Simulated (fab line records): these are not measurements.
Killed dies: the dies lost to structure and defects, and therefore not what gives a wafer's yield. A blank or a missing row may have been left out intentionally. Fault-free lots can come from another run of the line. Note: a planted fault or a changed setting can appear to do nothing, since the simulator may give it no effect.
A struck lot beside a sound one ; flow sky130 ; 16 out of 708 route steps
Sound: the wafers L263.3, L263.4, L263.6. Struck: wafer L264.4 (L264.1, L264.5, from the same lot, were not struck and are left out); the cause is given at the end.
Order at every step that has rows: each side's tool, ch and its chambers, its first start. Under that, the readings that differ: sound wafers ; struck wafers ; difference of the means ; sigmas: that difference in standard deviations of wafers without a fault.
alike: readings with means less than 2 such deviations apart, plus words and numbers identical on both sides. not compared: withheld readings, readings lacking a value on some wafer, bounds such as >300 that could conceal the same value, and numbers that have no deviation in the record and whose values overlap.
The two part at a step that has a row with sigmas, a row that says differs or no value, or rows on one side only. Numbers that don't overlap but have no deviation are shown without sigmas and don't part them. A reading that every wafer of one side lacks parts them only if that side has two wafers or more.

first, 7 steps without rows for these wafers: SKY_METAL4_HMDS_06 (prime time 60 s); SKY_METAL4_COAT_07 (resist thk 60 nm); SKY_METAL4_COAT_08 (resist thk 1140 nm); SKY_METAL4_SOFTBAKE_09 (time 90 s); SKY_METAL4_EXPOSE_10 (exposes mask MM4, target cd 300 nm); SKY_METAL4_PEB_11; SKY_METAL4_DEVELOP_12 (develop time 60 s).
SKY_METAL4_CD_MEAS_13: target cd 300 nm.
  sound on cd sem-02 at day 46 09:11; struck on cd sem-02 at day 47 00:01
  alike: cd nm
SKY_METAL4_OVL_MEAS_14:
  sound on overlay-01 at day 46 09:16; struck on overlay-02 at day 47 00:08
reading;sound;struck;difference;sigmas
METAL4_OVL (nm);7 2 0;-9;-12;-2
SKY_METAL4_DESCUM_15: chemistry O2, time 8 s.
  sound on rie metal-03 ch 0,1, day 46 09:19; struck on rie metal-01 ch 1, day 47 00:11
  alike: drypump motor current A, oes product au, rf fwd power W
  not compared: rf hours counter h
SKY_METAL4_ETCH_16: etches BARC in N2/H2, stops on SiO2, time 88.2 s, target depth 60 nm.
  sound on rie metal-03 ch 0,1, day 46 09:22; struck on rie metal-01 ch 1, day 47 00:13
reading;sound;struck;difference;sigmas
oes product au (a.u.);0.625 0.627 0.630;0.619;-0.008;-2
  alike: drypump motor current A, rf fwd power W, throttle valve pct
  not compared: rf hours counter h
SKY_METAL4_ETCH_17: etches SiO2 in C4F8/O2/Ar, stops on TiN, time 3.9 s, target depth 15 nm.
  sound on rie diel-02 ch 0,1,2, day 46 09:26; struck on rie diel-01 ch 1, day 47 00:19
  alike: oes product au, rf fwd power W
  not compared: rf hours counter h
SKY_METAL4_METAL_ETCH_18: etches the open film in Cl2/BCl3, stops on SiO2, target depth 845 nm, time 183.1 s.
  sound on rie metal-01 ch 0,1, day 46 09:31; struck on rie metal-02 ch 1, day 47 00:20
reading;sound;struck;difference;sigmas
rf fwd power W (W);891 902 901;1037;+139;+45
model.KrF-thick_of_METAL4_COAT_08.thk nm (nm);527.6 524.4 530.1;458;-69;
model.METAL4.cd nm (nm);306.6 301.8 299.1;296.3;-6.2;
model.SiO2_of_VIA3_HDPCVD_00.thk nm (nm);435.4 434.6 435.8;431.4;-3.9;
  alike: drypump motor current A, oes product au, throttle valve pct
  not compared: rf hours counter h
SKY_METAL4_STRIP_19: strips in O2/N2.
  sound on plasma asher-03 ch 0,1, day 46 09:40; struck on plasma asher-01 ch 1, day 47 00:31
reading;sound;struck;difference;sigmas
oes product au (a.u.);0.497 0.503 0.504;0.477;-0.024;-5
strip time to endpoint s (s);6.53 6.51 6.57;5.85;-0.69;-12
  alike: drypump motor current A
  not compared: rf hours counter h
then, 1 step without rows for these wafers: SKY_METAL4_STRIP_20 (strips in post etch residue remover, time 1200 s).
-- the record jumps here: 3 days lie between the struck wafers' starts before and after (it left off in module METAL4 and takes up again in module PAD_OPEN, whose first step shown is number 708 of the route) --
SKY_PAD_OPEN_PROBE_99:
  sound on prober-01 at day 49 17:49; struck on prober-02 at day 50 07:44
reading;sound;struck;difference;sigmas
model.etest.met4.width nm (nm);304 299.2 301.8;296.9;-4.8;
  alike: defect limited yield, killed_at_M0_to_M3, killed_at_M4_up, killed at contacts, killed at front end, killed at other, killed dies, killed on rim, killed open, killed short, sort_bin_3_pad_short, sort_bin_5_function, sort_bin_6_memory, sort n pass, sort yield pct
  not compared: model.etest.met4.line ohm um

== WHERE THEY PART ==
Last at SKY_METAL4_STRIP_19 as far as this record goes, first at SKY_METAL4_OVL_MEAS_14. Later steps at which nothing parts them and some readings are alike: SKY_PAD_OPEN_PROBE_99.

WHY: what had been put in by the simulator
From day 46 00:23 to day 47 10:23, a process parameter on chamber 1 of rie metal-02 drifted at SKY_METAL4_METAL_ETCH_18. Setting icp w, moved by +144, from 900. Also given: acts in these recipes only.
